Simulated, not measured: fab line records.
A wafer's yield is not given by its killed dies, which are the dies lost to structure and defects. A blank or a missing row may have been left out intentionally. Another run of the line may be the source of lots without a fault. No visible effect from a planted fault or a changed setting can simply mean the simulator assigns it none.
Which tool did it? || flow gf180mcu || 36 wafers from 12 lots sampled at 6 of the route's 602 steps

## WHAT THE GAUGES SHOWED, per wafer
GF_STI_THK_MEAS_04. Usual: for STI_CVD_03_THK the level is 207.6 nm and the standard deviation is 2.
{"lot": "L375", "measured": "day 1 13:34", "on": "filmMetro-01", "STI_CVD_03_THK (nm)": "208.8 210.5 208.4", "flag": ""}
{"lot": "L377", "measured": "day 1 23:49", "on": "filmMetro-03", "STI_CVD_03_THK (nm)": "208.8 209.1 206.9", "flag": ""}
{"lot": "L378", "measured": "day 2 06:44", "on": "filmMetro-02", "STI_CVD_03_THK (nm)": "207.6 208.1 208.1", "flag": ""}
{"lot": "L379", "measured": "day 2 09:34", "on": "filmMetro-03", "STI_CVD_03_THK (nm)": "211.3 210.0 210.2", "flag": ""}
{"lot": "L380", "measured": "day 2 15:31", "on": "filmMetro-01", "STI_CVD_03_THK (nm)": "205.5 207.3 207.1", "flag": ""}
{"lot": "L381", "measured": "day 2 22:14", "on": "filmMetro-01", "STI_CVD_03_THK (nm)": "210.2 211.2 210.4", "flag": ""}
{"lot": "L382", "measured": "day 3 00:34", "on": "filmMetro-01", "STI_CVD_03_THK (nm)": "207.8 208.3 208.4", "flag": ""}
{"lot": "L384", "measured": "day 3 10:35", "on": "filmMetro-01", "STI_CVD_03_THK (nm)": "233.1 230.9 230.6", "flag": "OFF"}
{"lot": "L385", "measured": "day 3 15:58", "on": "filmMetro-02", "STI_CVD_03_THK (nm)": "206.3 206.4 206.3", "flag": ""}
{"lot": "L387", "measured": "day 4 01:34", "on": "filmMetro-03", "STI_CVD_03_THK (nm)": "205.9 206.1 205.2", "flag": ""}
{"lot": "L396", "measured": "day 5 22:41", "on": "filmMetro-01", "STI_CVD_03_THK (nm)": "206.4 206.9 208.8", "flag": ""}
{"lot": "L397", "measured": "day 6 04:34", "on": "filmMetro-01", "STI_CVD_03_THK (nm)": "207.4 206.4 206.3", "flag": ""}

GF_STI_THK_MEAS_24. Usual: for STI_CVD_23_THK the level is 657 nm and the standard deviation is 7.6.
{"lot": "L375", "measured": "day 2 03:40", "on": "filmMetro-03", "STI_CVD_23_THK (nm)": "661 664 663", "flag": ""}
{"lot": "L377", "measured": "day 2 14:44", "on": "filmMetro-01", "STI_CVD_23_THK (nm)": "658 650 654", "flag": ""}
{"lot": "L378", "measured": "day 2 21:28", "on": "filmMetro-03", "STI_CVD_23_THK (nm)": "660 665 656", "flag": ""}
{"lot": "L379", "measured": "day 2 23:49", "on": "filmMetro-03", "STI_CVD_23_THK (nm)": "664 663 662", "flag": ""}
{"lot": "L380", "measured": "day 3 06:38", "on": "filmMetro-01", "STI_CVD_23_THK (nm)": "646 658 664", "flag": ""}
{"lot": "L381", "measured": "day 3 13:05", "on": "filmMetro-03", "STI_CVD_23_THK (nm)": "648 660 652", "flag": ""}
{"lot": "L382", "measured": "day 3 15:11", "on": "filmMetro-03", "STI_CVD_23_THK (nm)": "659 647 650", "flag": ""}
{"lot": "L384", "measured": "day 4 01:12", "on": "filmMetro-01", "STI_CVD_23_THK (nm)": "662 660 653", "flag": ""}
{"lot": "L385", "measured": "day 4 07:17", "on": "filmMetro-03", "STI_CVD_23_THK (nm)": "660 658 653", "flag": ""}
{"lot": "L387", "measured": "day 4 18:25", "on": "filmMetro-02", "STI_CVD_23_THK (nm)": "650 649 665", "flag": ""}
{"lot": "L396", "measured": "day 6 16:49", "on": "filmMetro-01", "STI_CVD_23_THK (nm)": "655 643 659", "flag": ""}
{"lot": "L397", "measured": "day 6 22:14", "on": "filmMetro-01", "STI_CVD_23_THK (nm)": "647 644 651", "flag": ""}

GF_HV_LDD_OVL_MEAS_47. Usual: for HV_LDD_03_OVL the level is 0.7 nm and the standard deviation is 1.5.
{"lot": "L375", "measured": "day 12 12:13", "on": "overlay-01", "HV_LDD_03_OVL (nm)": "0.4 1.4 0.3", "flag": ""}
{"lot": "L377", "measured": "day 13 07:39", "on": "overlay-02", "HV_LDD_03_OVL (nm)": "-0.1 1.9 2.2", "flag": ""}
{"lot": "L378", "measured": "day 13 15:04", "on": "overlay-02", "HV_LDD_03_OVL (nm)": "-1.8 -2.5 -2.4", "flag": ""}
{"lot": "L379", "measured": "day 13 18:00", "on": "overlay-02", "HV_LDD_03_OVL (nm)": "0.3 0.1 -0.5", "flag": ""}
{"lot": "L380", "measured": "day 14 03:38", "on": "overlay-02", "HV_LDD_03_OVL (nm)": "-1.4 0.3 -0.9", "flag": ""}
{"lot": "L381", "measured": "day 14 15:36", "on": "overlay-02", "HV_LDD_03_OVL (nm)": "1.6 0.1 0.7", "flag": ""}
{"lot": "L382", "measured": "day 14 19:49", "on": "overlay-01", "HV_LDD_03_OVL (nm)": "1.9 4.4 2.7", "flag": ""}
{"lot": "L384", "measured": "day 15 12:38", "on": "overlay-01", "HV_LDD_03_OVL (nm)": "-0.2 0.9 2.3", "flag": ""}
{"lot": "L385", "measured": "day 15 21:46", "on": "overlay-01", "HV_LDD_03_OVL (nm)": "1.2 -0.7 -0.8", "flag": ""}
{"lot": "L387", "measured": "day 16 16:31", "on": "overlay-01", "HV_LDD_03_OVL (nm)": "2.4 1.4 0.9", "flag": ""}
{"lot": "L396", "measured": "day 19 19:18", "on": "overlay-02", "HV_LDD_03_OVL (nm)": "0.1 0.0 -0.4", "flag": ""}
{"lot": "L397", "measured": "day 19 22:37", "on": "overlay-01", "HV_LDD_03_OVL (nm)": "4.6 1.1 2.3", "flag": ""}

GF_V1_BOW_MEAS_05. Usual: for V1_BOW the level is 85 um and the standard deviation is 7.8.
{"lot": "L375", "measured": "day 17 07:05", "on": "filmMetro-01", "V1_BOW (um)": "78 78 76", "flag": ""}
{"lot": "L377", "measured": "day 18 07:01", "on": "filmMetro-03", "V1_BOW (um)": "81 95 91", "flag": ""}
{"lot": "L378", "measured": "day 18 13:20", "on": "filmMetro-01", "V1_BOW (um)": "79 91 83", "flag": ""}
{"lot": "L379", "measured": "day 18 19:52", "on": "filmMetro-03", "V1_BOW (um)": "86 91 94", "flag": ""}
{"lot": "L380", "measured": "day 19 04:14", "on": "filmMetro-02", "V1_BOW (um)": "77 95 91", "flag": ""}
{"lot": "L381", "measured": "day 19 19:28", "on": "filmMetro-01", "V1_BOW (um)": "71 87 79", "flag": ""}
{"lot": "L382", "measured": "day 19 23:00", "on": "filmMetro-02", "V1_BOW (um)": "79 82 77", "flag": ""}
{"lot": "L384", "measured": "day 20 19:07", "on": "filmMetro-02", "V1_BOW (um)": "77 88 92", "flag": ""}
{"lot": "L385", "measured": "day 21 04:22", "on": "filmMetro-02", "V1_BOW (um)": "91 85 70", "flag": ""}
{"lot": "L387", "measured": "day 21 23:40", "on": "filmMetro-03", "V1_BOW (um)": "67 80 69", "flag": ""}
{"lot": "L396", "measured": "day 25 00:21", "on": "filmMetro-01", "V1_BOW (um)": "90 85 98", "flag": ""}
{"lot": "L397", "measured": "day 25 02:19", "on": "filmMetro-01", "V1_BOW (um)": "87 75 78", "flag": ""}

## EACH LOT AND THE TOOL THAT RAN IT (in order: tool; ch and the chambers of the sampled wafers; start)
{"lot": "L375", "GF_STI_CVD_03": "lpcvd-01 ch 1, day 1 11:34", "GF_STI_ETCH_13": "rieDiel-04 ch 1,2, day 2 01:37"}
{"lot": "L377", "GF_STI_CVD_03": "lpcvd-01 ch 1, day 1 21:50", "GF_STI_ETCH_13": "rieDiel-04 ch 2,3, day 2 11:52"}
{"lot": "L378", "GF_STI_CVD_03": "lpcvd-02 ch 1, day 2 03:45", "GF_STI_ETCH_13": "rieDiel-04 ch 2,3, day 2 19:16"}
{"lot": "L379", "GF_STI_CVD_03": "lpcvd-01 ch 1, day 2 07:34", "GF_STI_ETCH_13": "rieDiel-03 ch 1,2,3, day 2 21:52"}
{"lot": "L380", "GF_STI_CVD_03": "lpcvd-01 ch 1, day 2 13:31", "GF_STI_ETCH_13": "rieDiel-03 ch 0,2,3, day 3 04:43"}
{"lot": "L381", "GF_STI_CVD_03": "lpcvd-01 ch 1, day 2 20:14", "GF_STI_ETCH_13": "rieDiel-01 ch 1,2, day 3 11:13"}
{"lot": "L382", "GF_STI_CVD_03": "lpcvd-02 ch 0, day 2 22:34", "GF_STI_ETCH_13": "rieDiel-01 ch 0,1,3, day 3 13:07"}
{"lot": "L384", "GF_STI_CVD_03": "lpcvd-01 ch 0, day 3 08:34", "GF_STI_ETCH_13": "rieDiel-03 ch 0,1,2, day 3 23:19"}
{"lot": "L385", "GF_STI_CVD_03": "lpcvd-02 ch 0, day 3 13:59", "GF_STI_ETCH_13": "rieDiel-04 ch 1,2, day 4 05:25"}
{"lot": "L387", "GF_STI_CVD_03": "lpcvd-02 ch 1, day 3 23:34", "GF_STI_ETCH_13": "rieDiel-03 ch 0,3, day 4 15:11"}
{"lot": "L396", "GF_STI_CVD_03": "lpcvd-02 ch 1, day 5 20:42", "GF_STI_ETCH_13": "rieDiel-03 ch 2,3, day 6 13:43"}
{"lot": "L397", "GF_STI_CVD_03": "lpcvd-02 ch 1, day 6 01:34", "GF_STI_ETCH_13": "rieDiel-03 ch 1,2,3, day 6 20:19"}
- GF_STI_CVD_03: deposits Si3N4 from DCS/NH3, target thk 207.16 nm, time 3551 s.
- GF_STI_ETCH_13: etches the open film in CHF3/O2, stops on Si, target depth 282.31 nm, time 112.9 s.

## AS READ BY THE TOOLS THEMSELVES (means over the sampled wafers that have a number; for cases with no such wafer, the mark the record gives instead)
GF_STI_CVD_03. Usual: spikeTcBottomC 790.1 C, standard deviation 1.7; spikeTcUpperC 769.9 C, standard deviation 1.
{"lot": "L375", "tool": "lpcvd-01", "spikeTcBottomC (C)": 788.9, "spikeTcUpperC (C)": 769.0, "flag": ""}
{"lot": "L377", "tool": "lpcvd-01", "spikeTcBottomC (C)": 789.2, "spikeTcUpperC (C)": 769.3, "flag": ""}
{"lot": "L378", "tool": "lpcvd-02", "spikeTcBottomC (C)": 789.4, "spikeTcUpperC (C)": 771.1, "flag": ""}
{"lot": "L379", "tool": "lpcvd-01", "spikeTcBottomC (C)": 789.8, "spikeTcUpperC (C)": 769.3, "flag": ""}
{"lot": "L380", "tool": "lpcvd-01", "spikeTcBottomC (C)": 788.8, "spikeTcUpperC (C)": 769.2, "flag": ""}
{"lot": "L381", "tool": "lpcvd-01", "spikeTcBottomC (C)": 789.2, "spikeTcUpperC (C)": 770.0, "flag": ""}
{"lot": "L382", "tool": "lpcvd-02", "spikeTcBottomC (C)": 792.0, "spikeTcUpperC (C)": 770.6, "flag": ""}
{"lot": "L384", "tool": "lpcvd-01", "spikeTcBottomC (C)": 793.0, "spikeTcUpperC (C)": 769.5, "flag": ""}
{"lot": "L385", "tool": "lpcvd-02", "spikeTcBottomC (C)": 791.8, "spikeTcUpperC (C)": 769.4, "flag": ""}
{"lot": "L387", "tool": "lpcvd-02", "spikeTcBottomC (C)": 788.9, "spikeTcUpperC (C)": 770.3, "flag": ""}
{"lot": "L396", "tool": "lpcvd-02", "spikeTcBottomC (C)": 789.9, "spikeTcUpperC (C)": 770.9, "flag": ""}
{"lot": "L397", "tool": "lpcvd-02", "spikeTcBottomC (C)": 788.8, "spikeTcUpperC (C)": 770.6, "flag": ""}

GF_STI_ETCH_13. Usual: drypumpMotorCurrentA 5.6 A, standard deviation 0.47; oesProductAu 0.834 a.u., standard deviation 0.0059; throttleValvePct 8.809 %, standard deviation 0.0094.
{"lot": "L375", "tool": "rieDiel-04", "drypumpMotorCurrentA (A)": 5.9, "oesProductAu (a.u.)": 0.835, "throttleValvePct (%)": 8.811, "flag": ""}
{"lot": "L377", "tool": "rieDiel-04", "drypumpMotorCurrentA (A)": 4.8, "oesProductAu (a.u.)": 0.836, "throttleValvePct (%)": 8.815, "flag": ""}
{"lot": "L378", "tool": "rieDiel-04", "drypumpMotorCurrentA (A)": 4.8, "oesProductAu (a.u.)": 0.833, "throttleValvePct (%)": 8.813, "flag": ""}
{"lot": "L379", "tool": "rieDiel-03", "drypumpMotorCurrentA (A)": 5.7, "oesProductAu (a.u.)": 0.843, "throttleValvePct (%)": 8.813, "flag": ""}
{"lot": "L380", "tool": "rieDiel-03", "drypumpMotorCurrentA (A)": 5.6, "oesProductAu (a.u.)": 0.835, "throttleValvePct (%)": 8.806, "flag": ""}
{"lot": "L381", "tool": "rieDiel-01", "drypumpMotorCurrentA (A)": 5.2, "oesProductAu (a.u.)": 0.840, "throttleValvePct (%)": 8.810, "flag": ""}
{"lot": "L382", "tool": "rieDiel-01", "drypumpMotorCurrentA (A)": 5.9, "oesProductAu (a.u.)": 0.837, "throttleValvePct (%)": 8.818, "flag": ""}
{"lot": "L384", "tool": "rieDiel-03", "drypumpMotorCurrentA (A)": 5.7, "oesProductAu (a.u.)": 0.885, "throttleValvePct (%)": 8.833, "flag": "OFF"}
{"lot": "L385", "tool": "rieDiel-04", "drypumpMotorCurrentA (A)": 5.9, "oesProductAu (a.u.)": 0.832, "throttleValvePct (%)": 8.804, "flag": ""}
{"lot": "L387", "tool": "rieDiel-03", "drypumpMotorCurrentA (A)": 5.8, "oesProductAu (a.u.)": 0.832, "throttleValvePct (%)": 8.793, "flag": ""}
{"lot": "L396", "tool": "rieDiel-03", "drypumpMotorCurrentA (A)": 5.7, "oesProductAu (a.u.)": 0.830, "throttleValvePct (%)": 8.799, "flag": ""}
{"lot": "L397", "tool": "rieDiel-03", "drypumpMotorCurrentA (A)": 5.6, "oesProductAu (a.u.)": 0.834, "throttleValvePct (%)": 8.806, "flag": ""}

## THE ANSWER, worked out from the rows above alone
Rule: lot off if the mean of its wafers having a number is beyond 3 standard deviations from the usual mean. Also off: a lot with no number at a reading for which 4 or more lots have one. Any other lot the step has rows for is counted as sound. The gauges are gone through in route order, then the tools' own readings, and for those a lot's mean is taken as printed above. The first step at which some lot is off is used, and at that step the reading that is off furthest; a lot without a number counts as furthest.
Off: at GF_STI_THK_MEAS_04 (STI_CVD_03_THK), L384.
If a tool, at a process step before that reading, ran all the lots that are off and no sound lot after the first of them, it fits. The gauges at GF_STI_THK_MEAS_04 aren't tried: what is off there is off at GF_STI_ETCH_13 too, on other tools, and a gauge's error can't cause that. One fits: lpcvd-01 at GF_STI_CVD_03. A fault onset in the window from L381 (day 2 20:14, its last sound lot) to L384 (day 3 08:34, its first lot off) fits.

## WHAT THE SIMULATOR PUT IN
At GF_STI_CVD_03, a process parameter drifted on lpcvd-01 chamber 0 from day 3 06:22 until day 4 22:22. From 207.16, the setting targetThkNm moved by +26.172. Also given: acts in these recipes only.
Lots struck among those shown: L384. The rule given above showed the same thing.
